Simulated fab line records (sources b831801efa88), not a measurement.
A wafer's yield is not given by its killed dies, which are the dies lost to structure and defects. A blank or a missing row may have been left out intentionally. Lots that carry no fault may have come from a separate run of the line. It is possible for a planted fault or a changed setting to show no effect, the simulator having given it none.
fab line records | flow sfqLine
[record] lots = 15 | wafers = 43 | lastDay = 80
route steps=325 shown M1@59 I1@73 I3@143
lots that met no fault: from a run of the same line without faults
startH: hours from the record's opening day to when the first of the lot's shown wafers began | waitH: how many hours have passed since the lot's step before this one | " the same as in the row above | L1.1+2: a row that stands for several wafers | - no value present, or no start provided | * or withheld: withheld | < > ~ a bound
route shown NAME@n: NAME is a module with steps in the file, n the number in the route of the first one | usual: mean/standard deviation taken from wafers without a fault | same: alike in all rows | chamber/n: place in a boat | sites: per-site readings | _std_site: the values' standard deviation | _edge_site: the outer-site mean with the inner-site mean subtracted | radiusMm: how far each site lies from the wafer's centre | mask NAME#n: copy n | behind: the most recent tool/chamber to have shaped the wafer | hold: why the lot went on hold/how many hours it stayed there/how the hold came to an end | device: the transistor (n, p or np) that didn't switch | end of line: tests run on the same wafers once the route is complete | for a step that has no rows: nothing shown but its recipe | killed: at the first sort, the dies lost to defects and structure; wafer yield is something else | map: dies across one wafer; x = killed, . = not, _ = none there
set.NAME: the setting as run; set.NAME@STEP: as run at that earlier step | model.NAME: the simulator's own value behind a step, which no gauge read
the route's steps for a sample of lots (tables are steps, rows are wafers)
services: when a tool's chamber went out of use (startH, in hours from the record's first day, below 0 if earlier), for how many hours, and the reason
[[steps]]
[step SFQ_TRILAYER_M1_DEP_SPUTTER_037]
[recipe] material = Nb | basePressurePa = 1.33e-06 | chamberPressurePa = 0.1333 | substrateTempC = 20 | resputterCathodeVoltageV = 400 | targetThkNm = 200 | powerW = 2000 | timeS = 133.3
[usual] throttleValvePct = 30.3/1.2
lot.wafer | tool          | chamber | startH | waitH | throttleValvePct
L821.2    | pvdSputter-05 | -       | 307.13 | 0.0   | 28.8
L821.4    | "             | -       | "      | "     | 32.5
L821.6    | "             | -       | "      | "     | 30.4
L823.3    | pvdSputter-04 | -       | 374.34 | 0.0   | 31.9
L823.4    | "             | -       | "      | "     | 31.3
L823.5    | "             | -       | "      | "     | 31.3
L825.2    | pvdSputter-06 | -       | 398.47 | 0.0   | 31.1
L825.3    | "             | -       | "      | "     | 28.9
L825.5    | "             | -       | "      | "     | 28.8
L826.4    | pvdSputter-06 | -       | 406.94 | 0.0   | 28.9
L826.5    | "             | -       | "      | "     | 28.9
L826.6    | "             | -       | "      | "     | 28.9
L827.3    | pvdSputter-04 | -       | 408.07 | 0.0   | 31.2
L827.4    | "             | -       | "      | "     | 31.5
L827.5    | "             | -       | "      | "     | 31.8
L828.1    | pvdSputter-06 | -       | 410.47 | 0.0   | 31.1
L828.3    | "             | -       | "      | "     | 29.1
L828.6    | "             | -       | "      | "     | 29.2
L830.1    | pvdSputter-06 | -       | 417.66 | 0.0   | 28.6
L830.3    | "             | -       | "      | "     | 29.0
L831.1    | pvdSputter-04 | -       | 418.86 | 0.0   | 30.3
L831.3    | "             | -       | "      | "     | 31.2
L831.4    | "             | -       | "      | "     | 31.2
L832.1    | pvdSputter-05 | -       | 422.46 | 0.0   | 29.0
L832.4    | "             | -       | "      | "     | 29.9
L832.5    | "             | -       | "      | "     | 30.0
L835.1    | pvdSputter-05 | -       | 429.66 | 0.0   | 28.7
L835.2    | "             | -       | "      | "     | 29.9
L835.6    | "             | -       | "      | "     | 29.7
L836.4    | pvdSputter-06 | -       | 430.86 | 0.0   | 31.1
L836.6    | "             | -       | "      | "     | 28.9
L837.2    | pvdSputter-04 | -       | 435.74 | 0.0   | 30.3
L837.5    | "             | -       | "      | "     | 30.4
L837.6    | "             | -       | "      | "     | 31.3
L838.1    | pvdSputter-05 | -       | 436.86 | 0.0   | 30.2
L838.5    | "             | -       | "      | "     | 30.2
L838.6    | "             | -       | "      | "     | 32.9
L841.2    | pvdSputter-04 | -       | 442.86 | 0.0   | 30.5
L841.4    | "             | -       | "      | "     | 31.2
L841.5    | "             | -       | "      | "     | 31.3
L842.1    | pvdSputter-05 | -       | 450.06 | 0.0   | 30.1
L842.2    | "             | -       | "      | "     | 32.6
L842.3    | "             | -       | "      | "     | 29.8
[step SFQ_M1_RS_MEAS_909]
[recipe] thkMeasGauge = four-point-probe | reads = Nb_of_TRILAYER_M1_DEP_SPUTTER_037
[usual] M1_NB_RS = 0.893/0.01
lot.wafer | tool         | chamber | startH | waitH | M1_NB_RS[ohm/sq]
L821.2    | filmMetro-04 | -       | 307.24 | 0.1   | 0.894
L821.4    | "            | -       | "      | "     | 0.908
L821.6    | "            | -       | "      | "     | 0.921
L823.3    | filmMetro-03 | -       | 374.47 | 0.1   | 0.875
L823.4    | "            | -       | "      | "     | 0.894
L823.5    | "            | -       | "      | "     | 0.900
L825.2    | filmMetro-03 | -       | 398.58 | 0.1   | 0.896
L825.3    | "            | -       | "      | "     | 0.896
L825.5    | "            | -       | "      | "     | 0.892
L826.4    | filmMetro-01 | -       | 407.10 | 0.1   | 0.897
L826.5    | "            | -       | "      | "     | 0.892
L826.6    | "            | -       | "      | "     | 0.896
L827.3    | filmMetro-03 | -       | 408.20 | 0.1   | 0.889
L827.4    | "            | -       | "      | "     | 0.914
L827.5    | "            | -       | "      | "     | 0.884
L828.1    | filmMetro-04 | -       | 410.56 | 0.0   | 0.889
L828.3    | "            | -       | "      | "     | 0.621
L828.6    | "            | -       | "      | "     | 0.628
L830.1    | filmMetro-03 | -       | 417.75 | 0.0   | 0.903
L830.3    | "            | -       | "      | "     | 0.635
L831.1    | filmMetro-01 | -       | 418.95 | 0.0   | 0.899
L831.3    | "            | -       | "      | "     | 0.919
L831.4    | "            | -       | "      | "     | 0.893
L832.1    | filmMetro-04 | -       | 422.55 | 0.0   | 0.881
L832.4    | "            | -       | "      | "     | 0.899
L832.5    | "            | -       | "      | "     | 0.903
L835.1    | filmMetro-01 | -       | 429.75 | 0.0   | 0.874
L835.2    | "            | -       | "      | "     | 0.891
L835.6    | "            | -       | "      | "     | 0.891
L836.4    | filmMetro-01 | -       | 431.01 | 0.1   | 0.877
L836.6    | "            | -       | "      | "     | 0.624
L837.2    | filmMetro-04 | -       | 435.85 | 0.1   | 0.903
L837.5    | "            | -       | "      | "     | 0.907
L837.6    | "            | -       | "      | "     | 0.908
L838.1    | filmMetro-01 | -       | 436.95 | 0.0   | 0.876
L838.5    | "            | -       | "      | "     | 0.890
L838.6    | "            | -       | "      | "     | 0.880
L841.2    | filmMetro-01 | -       | 442.97 | 0.1   | 0.909
L841.4    | "            | -       | "      | "     | 0.895
L841.5    | "            | -       | "      | "     | 0.899
L842.1    | filmMetro-03 | -       | 450.15 | 0.0   | 0.901
L842.2    | "            | -       | "      | "     | 0.896
L842.3    | "            | -       | "      | "     | 0.895
[step SFQ_TRILAYER_M1_ETCH_METAL_ETCH_042]
[recipe] target = Nb | stopOn = SiO2 | maskMaterial = PR | chemistry = Cl2/Ar | targetDepthNm = 240 | icpW = 600 | biasW = 80 | pressureMtorr = 10 | timeS = 120
[usual] drypumpMotorCurrentA = 5.8/0.41 | oesProductAu = 0.893/0.0074
lot.wafer | tool        | chamber | startH | waitH | drypumpMotorCurrentA | oesProductAu | rfHoursCounterH
L821.2    | rieMetal-02 | 1       | 379.42 | 0.1   | 5.2                  | 0.896        | -
L821.4    | "           | 1       | "      | "     | 5.2                  | 0.874        | -
L821.6    | "           | 1       | "      | "     | 5.2                  | 0.877        | -
L823.3    | rieMetal-03 | 1       | 382.96 | 0.1   | 6.3                  | 0.903        | -
L823.4    | "           | 0       | "      | "     | 5.5                  | 0.890        | -
L823.5    | "           | 1       | "      | "     | 6.3                  | 0.887        | -
L825.2    | rieMetal-01 | 0       | 401.21 | 0.0   | 5.8                  | 0.890        | 75
L825.3    | "           | 0       | "      | "     | 5.8                  | 0.887        | -
L825.5    | "           | 0       | "      | "     | 5.8                  | 0.894        | -
L826.4    | rieMetal-02 | 1       | 409.60 | 0.1   | 5.2                  | 0.896        | -
L826.5    | "           | 1       | "      | "     | 5.2                  | 0.891        | -
L826.6    | "           | 0       | "      | "     | 6.5                  | 0.886        | -
L827.3    | rieMetal-03 | 0       | 410.80 | 0.1   | 5.5                  | 0.895        | -
L827.4    | "           | 1       | "      | "     | 6.3                  | 0.875        | -
L827.5    | "           | 0       | "      | "     | 5.6                  | 0.906        | -
L828.1    | rieMetal-03 | 0       | 413.74 | 0.0   | 5.5                  | 0.901        | 86
L828.3    | "           | 1       | "      | "     | 6.3                  | 1.010        | -
L828.6    | "           | 0       | "      | "     | 5.5                  | 1.000        | -
L830.1    | rieMetal-01 | 1       | 420.89 | 0.0   | 5.8                  | 0.887        | 113
L830.3    | "           | 1       | "      | "     | 5.8                  | 1.000        | -
L831.1    | rieMetal-03 | 0       | 422.09 | 0.0   | 5.6                  | 0.886        | 87
L831.3    | "           | 1       | "      | "     | 6.3                  | 0.873        | -
L831.4    | "           | 0       | "      | "     | 5.6                  | 0.892        | -
L832.1    | rieMetal-02 | 1       | 425.08 | 0.0   | 5.2                  | 0.903        | 50
L832.4    | "           | 1       | "      | "     | 5.2                  | 0.881        | -
L832.5    | "           | 1       | "      | "     | 5.2                  | 0.885        | -
L835.1    | rieMetal-01 | 1       | 432.70 | 0.0   | 5.7                  | 0.896        | 115
L835.2    | "           | 0       | "      | "     | 5.8                  | 0.892        | 80
L835.6    | "           | 1       | "      | "     | 5.7                  | 0.896        | -
L836.4    | rieMetal-02 | 0       | 433.94 | 0.1   | 6.5                  | 0.901        | -
L836.6    | "           | 0       | "      | "     | 6.5                  | 1.006        | -
L837.2    | rieMetal-02 | 1       | 438.45 | 0.1   | 5.2                  | 0.891        | -
L837.5    | "           | 1       | "      | "     | 5.2                  | 0.884        | -
L837.6    | "           | 1       | "      | "     | 5.2                  | 0.879        | -
L838.1    | rieMetal-02 | 1       | 440.81 | 0.1   | 5.2                  | 0.904        | 53
L838.5    | "           | 1       | "      | "     | 5.2                  | 0.900        | -
L838.6    | "           | 1       | "      | "     | 5.2                  | 0.898        | -
L841.2    | rieMetal-01 | 1       | 445.55 | 0.0   | 5.7                  | 0.882        | 117
L841.4    | "           | 1       | "      | "     | 5.7                  | 0.892        | -
L841.5    | "           | 1       | "      | "     | 5.7                  | 0.893        | -
L842.1    | rieMetal-03 | 0       | 452.68 | 0.0   | 5.5                  | 0.888        | 91
L842.2    | "           | 1       | "      | "     | 6.3                  | 0.895        | 47
L842.3    | "           | 1       | "      | "     | 6.3                  | 0.888        | -
[step SFQ_TRILAYER_I1_DEP_PECVD_045]
[recipe] material = SiO2 | tempC = 150 | timeS = 111.11 | pressureTorr = 2.4 | rfW = 183.3 | precursor = SiH4/N2O | targetThkNm = 500
[usual] heaterPowerW = 80/7.5 | throttleValvePct = 26.0/2.3
lot.wafer | tool     | chamber | startH | waitH | heaterPowerW | throttleValvePct
L821.2    | pecvd-02 | 0       | 381.00 | 0.0   | 87           | 26.2
L821.4    | "        | 1       | "      | "     | 84           | 26.7
L821.6    | "        | 2       | "      | "     | 68           | 24.9
L823.3    | pecvd-01 | 2       | 383.83 | 0.0   | 84           | 24.0
L823.4    | "        | 2       | "      | "     | 86           | 24.1
L823.5    | "        | 0       | "      | "     | 81           | 22.9
L825.2    | pecvd-01 | 0       | 402.11 | 0.0   | 73           | 23.2
L825.3    | "        | 2       | "      | "     | 87           | 24.1
L825.5    | "        | 2       | "      | "     | 90           | 24.3
L826.4    | pecvd-03 | 1       | 410.50 | 0.0   | 84           | 24.1
L826.5    | "        | 2       | "      | "     | 91           | 27.5
L826.6    | "        | 0       | "      | "     | 82           | 30.4
L827.3    | pecvd-02 | 2       | 411.66 | 0.0   | 62           | 25.2
L827.4    | "        | 0       | "      | "     | 84           | 26.2
L827.5    | "        | 1       | "      | "     | 72           | 27.0
L828.1    | pecvd-03 | 2       | 414.64 | 0.0   | 90           | 27.5
L828.3    | "        | 0       | "      | "     | 85           | 30.1
L828.6    | "        | 1       | "      | "     | 84           | 24.2
L830.1    | pecvd-01 | 1       | 421.79 | 0.0   | 84           | 22.6
L830.3    | "        | 2       | "      | "     | 84           | 24.4
L831.1    | pecvd-03 | 2       | 422.99 | 0.0   | 92           | 27.2
L831.3    | "        | 1       | "      | "     | 74           | 24.3
L831.4    | "        | 1       | "      | "     | 81           | 24.2
L832.1    | pecvd-02 | 1       | 425.98 | 0.0   | 80           | 27.1
L832.4    | "        | 1       | "      | "     | 81           | 27.5
L832.5    | "        | 2       | "      | "     | 58           | 25.0
L835.1    | pecvd-03 | 2       | 433.60 | 0.0   | 88           | 27.4
L835.2    | "        | 1       | "      | "     | 81           | 24.1
L835.6    | "        | 1       | "      | "     | 86           | 24.3
L836.4    | pecvd-02 | 1       | 434.84 | 0.0   | 83           | 27.3
L836.6    | "        | 2       | "      | "     | 73           | 25.3
L837.2    | pecvd-01 | 2       | 440.04 | 0.0   | 82           | 23.9
L837.5    | "        | 2       | "      | "     | 84           | 24.2
L837.6    | "        | 1       | "      | "     | 93           | 22.8
L838.1    | pecvd-03 | 1       | 442.44 | 0.0   | 87           | 24.2
L838.5    | "        | 0       | "      | "     | 83           | 30.2
L838.6    | "        | 1       | "      | "     | 86           | 24.3
L841.2    | pecvd-02 | 2       | 446.45 | 0.0   | 71           | 24.9
L841.4    | "        | 1       | "      | "     | 71           | 27.1
L841.5    | "        | 0       | "      | "     | 81           | 26.3
L842.1    | pecvd-03 | 1       | 453.58 | 0.0   | 75           | 24.2
L842.2    | "        | 0       | "      | "     | 77           | 30.3
L842.3    | "        | 2       | "      | "     | 82           | 27.5
[step SFQ_I3_OVL_MEAS_923]
[usual] I3_OVL = 2/6.4
lot.wafer | tool       | chamber | startH  | waitH | I3_OVL[nm]
L821.2    | overlay-01 | -       | 849.05  | 0.1   | 13
L821.4    | "          | -       | "       | "     | 13
L821.6    | "          | -       | "       | "     | 18
L823.3    | overlay-01 | -       | 856.26  | 0.1   | 8
L823.4    | "          | -       | "       | "     | 5
L823.5    | "          | -       | "       | "     | 9
L825.2    | overlay-01 | -       | 876.65  | 0.1   | 14
L825.3    | "          | -       | "       | "     | 10
L825.5    | "          | -       | "       | "     | 9
L826.4    | overlay-02 | -       | 892.27  | 0.1   | 8
L826.5    | "          | -       | "       | "     | 13
L826.6    | "          | -       | "       | "     | 9
L827.3    | overlay-02 | -       | 897.06  | 0.1   | -3
L827.4    | "          | -       | "       | "     | -4
L827.5    | "          | -       | "       | "     | -6
L828.1    | overlay-01 | -       | 899.18  | 0.1   | -4
L828.3    | "          | -       | "       | "     | 2
L828.6    | "          | -       | "       | "     | -5
L830.1    | overlay-02 | -       | 923.37  | 0.1   | 10
L830.3    | "          | -       | "       | "     | 6
L831.1    | overlay-01 | -       | 927.72  | 0.1   | 0
L831.3    | "          | -       | "       | "     | -3
L831.4    | "          | -       | "       | "     | 0
L832.1    | overlay-01 | -       | 930.12  | 0.1   | 6
L832.4    | "          | -       | "       | "     | 5
L832.5    | "          | -       | "       | "     | 5
L835.1    | overlay-01 | -       | 1052.57 | 0.1   | -4
L835.2    | "          | -       | "       | "     | -3
L835.6    | "          | -       | "       | "     | -2
L836.4    | overlay-02 | -       | 1058.59 | 0.1   | 2
L836.6    | "          | -       | "       | "     | -6
L837.2    | overlay-02 | -       | 1060.46 | 0.1   | 10
L837.5    | "          | -       | "       | "     | 16
L837.6    | "          | -       | "       | "     | 16
L838.1    | overlay-02 | -       | 1061.65 | 0.1   | 5
L838.5    | "          | -       | "       | "     | 6
L838.6    | "          | -       | "       | "     | 1
L841.2    | overlay-01 | -       | 1067.58 | 0.1   | -2
L841.4    | "          | -       | "       | "     | -4
L841.5    | "          | -       | "       | "     | -4
L842.1    | overlay-02 | -       | 1074.98 | 0.1   | 4
L842.2    | "          | -       | "       | "     | 1
L842.3    | "          | -       | "       | "     | 8
[step SFQ_TRILAYER_I3_VIA_STRIP_STRIP_089]
[recipe] gas = O2 | powerW = 200 | platenTempC = 40 | overashFraction = 0.65 | chemistry = O2 | pressureMtorr = 50
[usual] drypumpMotorCurrentA = 5.9/0.36 | oesProductAu = 0.998/0.011 | platenTempC = 40.00/0.11
lot.wafer | tool        | chamber | startH  | waitH | drypumpMotorCurrentA | oesProductAu | platenTempC | rfHoursCounterH
L821.2    | rieMetal-01 | 1       | 849.24  | -     | 5.7                  | 0.991        | 39.92       | 10
L821.4    | "           | 1       | "       | "     | 5.7                  | 1.001        | 39.96       | -
L821.6    | "           | 0       | "       | "     | 5.8                  | 0.995        | 39.94       | -
L823.3    | rieMetal-04 | 0       | 856.64  | -     | 6.3                  | 1.012        | 40.03       | -
L823.4    | "           | 1       | "       | "     | 5.7                  | 1.010        | 40.02       | -
L823.5    | "           | 1       | "       | "     | 5.7                  | 1.019        | 39.93       | -
L825.2    | rieMetal-04 | 0       | 876.84  | -     | 6.3                  | 1.001        | 40.14       | 40
L825.3    | "           | 0       | "       | "     | 6.3                  | 0.997        | 40.17       | -
L825.5    | "           | 1       | "       | "     | 5.7                  | 1.012        | 40.08       | -
L826.4    | rieMetal-01 | 0       | 892.64  | -     | 5.8                  | 0.992        | 40.17       | -
L826.5    | "           | 1       | "       | "     | 5.7                  | 0.987        | 40.12       | -
L826.6    | "           | 0       | "       | "     | 5.7                  | 0.995        | 40.06       | -
L827.3    | rieMetal-04 | 0       | 897.44  | -     | 6.3                  | 1.009        | 40.05       | -
L827.4    | "           | 1       | "       | "     | 5.7                  | 1.016        | 40.24       | -
L827.5    | "           | 1       | "       | "     | 5.7                  | 1.021        | 40.03       | -
L828.1    | rieMetal-01 | 1       | 899.37  | -     | 5.7                  | 0.994        | 39.95       | 19
L828.3    | "           | 0       | "       | "     | 5.8                  | 0.998        | 39.95       | -
L828.6    | "           | 0       | "       | "     | 5.8                  | 0.988        | 40.05       | -
L830.1    | rieMetal-01 | 1       | 923.56  | -     | 5.7                  | 0.984        | 40.06       | 23
L830.3    | "           | 0       | "       | "     | 5.8                  | 0.979        | 39.96       | -
L831.1    | rieMetal-01 | 1       | 927.91  | -     | 5.7                  | 1.002        | 39.87       | 24
L831.3    | "           | 1       | "       | "     | 5.7                  | 0.991        | 40.05       | -
L831.4    | "           | 0       | "       | "     | 5.8                  | 0.996        | 40.18       | -
L832.1    | rieMetal-01 | 1       | 930.31  | -     | 5.7                  | 0.995        | 39.92       | 25
L832.4    | "           | 1       | "       | "     | 5.7                  | 0.998        | 40.05       | -
L832.5    | "           | 0       | "       | "     | 5.8                  | 0.988        | 40.01       | -
L835.1    | rieMetal-04 | 0       | 1052.76 | -     | 6.3                  | 1.018        | 40.09       | 67
L835.2    | "           | 1       | "       | "     | 5.7                  | 0.994        | 40.09       | 12
L835.6    | "           | 1       | "       | "     | 5.7                  | 1.000        | 39.91       | -
L836.4    | rieMetal-02 | 0       | 1058.96 | -     | 6.5                  | 1.007        | 40.01       | -
L836.6    | "           | 0       | "       | "     | 6.5                  | 0.998        | 40.04       | -
L837.2    | rieMetal-01 | 1       | 1060.64 | -     | 5.7                  | 0.986        | 40.04       | 41
L837.5    | "           | 0       | "       | "     | 5.8                  | 0.999        | 40.08       | -
L837.6    | "           | 1       | "       | "     | 5.7                  | 0.986        | 39.98       | -
L838.1    | rieMetal-02 | 0       | 1061.84 | -     | 6.5                  | 0.995        | 40.07       | 95
L838.5    | "           | 1       | "       | "     | 5.2                  | 0.992        | 39.86       | -
L838.6    | "           | 0       | "       | "     | 6.5                  | 0.998        | 39.96       | -
L841.2    | rieMetal-04 | 0       | 1067.76 | -     | 6.3                  | 1.009        | 40.02       | 69
L841.4    | "           | 0       | "       | "     | 6.3                  | 1.014        | 40.13       | -
L841.5    | "           | 1       | "       | "     | 5.7                  | 0.976        | 40.02       | -
L842.1    | rieMetal-02 | 0       | 1075.17 | -     | 6.5                  | 1.004        | 40.02       | 99
L842.2    | "           | 0       | "       | "     | 6.5                  | 1.008        | 39.92       | -
L842.3    | "           | 0       | "       | "     | 6.5                  | 1.007        | 39.90       | -
[[services]]
tool          | chamber | startH  | hours | kind
pvdSputter-04 | -       | 293.06  | 34.3  | repair
pecvd-03      | -       | 309.78  | 0.9   | repair
pvdSputter-05 | -       | 313.95  | 7.5   | repair
pvdSputter-04 | -       | 325.80  | 3.1   | repair
rieMetal-02   | -       | 332.15  | 1.3   | repair
pvdSputter-05 | -       | 355.46  | 3.4   | repair
pvdSputter-05 | -       | 357.02  | 0.5   | repair
rieMetal-02   | -       | 382.65  | 0.1   | repair
rieMetal-02   | 0       | 435.59  | 19.1  | repair
pecvd-03      | 0       | 487.79  | 24.3  | repair
rieMetal-02   | -       | 510.70  | 0.5   | repair
rieMetal-02   | -       | 524.55  | 2.8   | pm
rieMetal-01   | -       | 533.91  | 2.8   | pm
pecvd-03      | -       | 563.75  | 14.0  | pm
rieMetal-01   | -       | 572.83  | 2.1   | repair
rieMetal-02   | -       | 647.86  | 4.0   | pm
rieMetal-01   | -       | 652.68  | 4.0   | pm
rieMetal-01   | 0       | 679.05  | 3.2   | repair
pecvd-03      | -       | 694.15  | 1.4   | repair
rieMetal-02   | -       | 757.38  | 2.8   | repair
pecvd-03      | 1       | 828.18  | 5.3   | repair
pecvd-03      | 1       | 922.01  | 62.1  | repair
pecvd-03      | -       | 1027.11 | 31.0  | repair
rieMetal-01   | -       | 1037.22 | 4.5   | repair
[[key]]
[firstSign] step = SFQ_M1_RS_MEAS_909 | reading = M1_NB_RS | direction = down | sigmas = 26 | usual = 0.893 | struck = 0.627
[effect] step = SFQ_TRILAYER_M1_ETCH_METAL_ETCH_042 | reading = oesProductAu | direction = up | sigmas = 15 | usual = 0.893 | struck = 1.004
metAt SFQ_TRILAYER_M1_DEP_SPUTTER_037
struckLots L828,L830,L836
struckWafers L828.3,L828.6,L830.3,L836.6
notActingAt SFQ_TRILAYER_I1_DEP_PECVD_045,SFQ_I3_OVL_MEAS_923,SFQ_TRILAYER_I3_VIA_STRIP_STRIP_089
onsetBetween 406.94 410.47
[fault] kind = processParameterDrift | tool = pvdSputter-06 | chamber = - | onsetH = 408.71 | steps = SFQ_TRILAYER_M1_DEP_SPUTTER_037 | channel = targetThkNm | offset = 82.018 | shape = step | endH = 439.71 | scope = struckWafersOnly | actsIn = theseRecipesOnly | stated = 200
